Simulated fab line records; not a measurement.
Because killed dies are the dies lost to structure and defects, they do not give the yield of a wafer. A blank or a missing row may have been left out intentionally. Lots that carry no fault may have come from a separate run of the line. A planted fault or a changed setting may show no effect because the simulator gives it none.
A lot that was struck, set against a sound lot	flow sky130	17 out of 708 route steps
Sound: wafers L725.1, L725.4, L725.6. Struck: wafer L716.5. (L716.2 of the same lot was not struck and is left out.) The cause comes at the end.
Per side, at each step with rows, come the tool, then ch with its chambers, and then its first start. Under that, the readings that differ: sound wafers	struck wafers	difference of the means	sigmas: that difference in standard deviations of wafers without a fault.
alike: words and numbers the same on both sides, and readings whose means are apart by under 2 such deviations; not compared: readings that were withheld, readings missing a value for some wafer, numbers with overlapping values and no deviation given by the record, and bounds like >300 which may hide the same value.
Wherever a step has rows on one side only, a row that says differs or no value, or a row with sigmas, the two part there. Non-overlapping numbers with no deviation appear without sigmas and do not part them. A reading that every wafer of one side lacks parts them only if that side has two wafers or more.

first, 2 steps without rows for these wafers: SKY_LOCAL_INTERCONNECT_PEB_09; SKY_LOCAL_INTERCONNECT_DEVELOP_10 (develop time 60 s).
SKY_LOCAL_INTERCONNECT_CD_MEAS_11 targets a cd of 170 nm.
  struck on cdSem-02, day 35 03:59; sound on cdSem-02, day 37 13:52
  alike: cdNm
SKY_LOCAL_INTERCONNECT_OVL_MEAS_12:
  struck on overlay-01, day 35 04:05; sound on overlay-02, day 37 13:59
  alike: LOCAL_INTERCONNECT_OVL
SKY_LOCAL_INTERCONNECT_ETCH_13: etches BARC in N2/H2, stops on SiO2, time 45.9 s, target depth 60 nm.
  sound on rieMetal-01 ch 0,1, day 37 14:01; struck on rieMetal-01 ch 0, day 35 04:07
  alike: drypumpMotorCurrentA, heBacksideLeakSccm, oesProductAu, throttleValvePct
  not compared: rfHoursCounterH
SKY_LOCAL_INTERCONNECT_METAL_ETCH_14: etches TiN in Cl2/BCl3, stops on PSG, target depth 110 nm, time 31.4 s.
  sound on rieMetal-01 ch 0,1, day 37 14:05; struck on rieMetal-01 ch 0, day 35 04:11
  alike: drypumpMotorCurrentA, heBacksideLeakSccm, oesProductAu, throttleValvePct
  not compared: rfHoursCounterH
SKY_LOCAL_INTERCONNECT_STRIP_15: strips in O2/N2.
  sound on plasmaAsher-02 ch 0, day 37 14:08; struck on plasmaAsher-01 ch 0, day 35 04:14
  alike: drypumpMotorCurrentA, oesProductAu, stripTimeToEndpointS
  not compared: rfHoursCounterH
then, 3 steps without rows for these wafers: SKY_LOCAL_INTERCONNECT_STRIP_16 (strips in post etch residue remover, time 1200 s); SKY_LOCAL_INTERCONNECT_CLEAN_17 (cleans in IPA, time 180 s); SKY_LOCAL_INTERCONNECT_CLEAN_18 (cleans in O3/DIW).
SKY_CONTACT_CVD_00: deposits Si3N4, target thk 75 nm.
  sound on pecvd-01 ch 0,1,2, day 37 14:43; struck on pecvd-02 ch 2, day 35 04:53
  alike: heaterPowerW
SKY_CONTACT_THK_MEAS_01:
  struck on filmMetro-02, day 35 04:55; sound on filmMetro-01, day 37 14:46
  alike: CONTACT_CVD_00_THK
SKY_CONTACT_HDPCVD_02: deposits SiO2, target thk 565 nm, time 94.2 s.
  sound on hdpcvd-02 ch 1,2, day 37 14:49; struck on hdpcvd-02 ch 2, day 35 04:58
reading	sound	struck	difference	sigmas
runLengthS (s)	122.3 122.8 121.7	118.5	-3.8	-8
model.SiO2_of_CONTACT_HDPCVD_02.thkNm (nm)	562.9 561.3 564.5	538.8	-24.1	
SKY_CONTACT_THK_MEAS_03:
  struck on filmMetro-01, day 35 05:03; sound on filmMetro-03, day 37 14:53
reading	sound	struck	difference	sigmas
CONTACT_HDPCVD_THK (nm)	563 561 564	539	-24	-5
SKY_CONTACT_CMP_04: polishes SiO2.
  sound on cmp-02 ch 0,1, day 37 14:57; struck on cmp-02 ch 3, day 35 05:16
reading	sound	struck	difference	sigmas
timeToEndpointS (s)	85 86 87	71	-15	-4
  alike: edgeZonePressureFrac, motorCurrentA, platenRpm
SKY_CONTACT_BOW_MEAS_05:
  struck on filmMetro-03, day 35 05:29; sound on filmMetro-02, day 37 15:15
  alike: CONTACT_BOW
following that, these wafers have no rows for 1 step: SKY_PAD_OPEN_PROBE_99.

## WHERE THEY PART
Earliest at SKY_CONTACT_HDPCVD_02; latest, in this record, at SKY_CONTACT_CMP_04. Later steps at which nothing parts them and some readings are alike: SKY_CONTACT_BOW_MEAS_05.

WHY: whatever the simulator had introduced
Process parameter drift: hdpcvd-02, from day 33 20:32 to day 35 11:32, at SKY_CONTACT_HDPCVD_02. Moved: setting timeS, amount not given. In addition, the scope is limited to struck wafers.
